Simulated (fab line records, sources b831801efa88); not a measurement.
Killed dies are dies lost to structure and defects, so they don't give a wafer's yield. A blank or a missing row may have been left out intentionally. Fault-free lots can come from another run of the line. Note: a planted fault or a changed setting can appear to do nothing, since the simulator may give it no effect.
Matching of chambers / flow gf180mcu / GF_M5_ETCH_09 on rie_diel-01 has 4 sister chambers
The step etches Si3N4 in CF4/O2, target depth 52 nm, time 11.6 s. 4 wafers are shown with their chamber, then 12 later ones without.

## EACH WAFER AND ITS CHAMBER
wafer=L086.5; chamber=3; oes_product_au (a.u.)=0.984
wafer=L087.5; chamber=2; oes_product_au (a.u.)=1.008
wafer=L088.2; chamber=0; oes_product_au (a.u.)=1.013
wafer=L088.5; chamber=1; oes_product_au (a.u.)=0.995

## WAFERS MISSING THEIR CHAMBER
wafer=L089.1; oes_product_au (a.u.)=1.002
wafer=L089.2; oes_product_au (a.u.)=0.984
wafer=L089.3; oes_product_au (a.u.)=1.004
wafer=L090.2; oes_product_au (a.u.)=1.012
wafer=L090.5; oes_product_au (a.u.)=1.010
wafer=L090.6; oes_product_au (a.u.)=0.982
wafer=L095.1; oes_product_au (a.u.)=0.988
wafer=L095.4; oes_product_au (a.u.)=0.983
wafer=L095.6; oes_product_au (a.u.)=0.987
wafer=L097.1; oes_product_au (a.u.)=1.002
wafer=L097.3; oes_product_au (a.u.)=1.001
wafer=L097.6; oes_product_au (a.u.)=0.995

## EACH ONE'S CHAMBER
wafer=L089.1; from the rows above=can't be placed: 2 or 1 or 0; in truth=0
wafer=L089.2; from the rows above=3; in truth=3
wafer=L089.3; from the rows above=can't be placed: 2 or 0 or 1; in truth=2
wafer=L090.2; from the rows above=can't be placed: 0 or 2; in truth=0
wafer=L090.5; from the rows above=can't be placed: 2 or 0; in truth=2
wafer=L090.6; from the rows above=3; in truth=3
wafer=L095.1; from the rows above=can't be placed: 3 or 1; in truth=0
wafer=L095.4; from the rows above=3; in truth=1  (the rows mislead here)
wafer=L095.6; from the rows above=can't be placed: 3 or 1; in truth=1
wafer=L097.1; from the rows above=can't be placed: 2 or 1 or 0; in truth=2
wafer=L097.3; from the rows above=can't be placed: 1 or 2 or 0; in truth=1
wafer=L097.6; from the rows above=1; in truth=1
Correctly placed: 3 of 12. From these rows, 8 cannot be placed; in 7 the true chamber is one of the candidates. Wrongly placed: 1.
How it was worked out, from the rows above alone: a wafer's distance from a chamber is the root of the sum, over the readings, of the square of ((its reading less the chamber's mean) divided by the reading's scatter). If the next closest chamber is less than 2 further off than the closest, the wafer can't be placed; otherwise it belongs to the closest. The mean given for a chamber averages the wafers shown for that chamber. The scatter: with one shown wafer a chamber, the root of the mean of the squares of how far each hidden wafer lies from its nearest shown one.
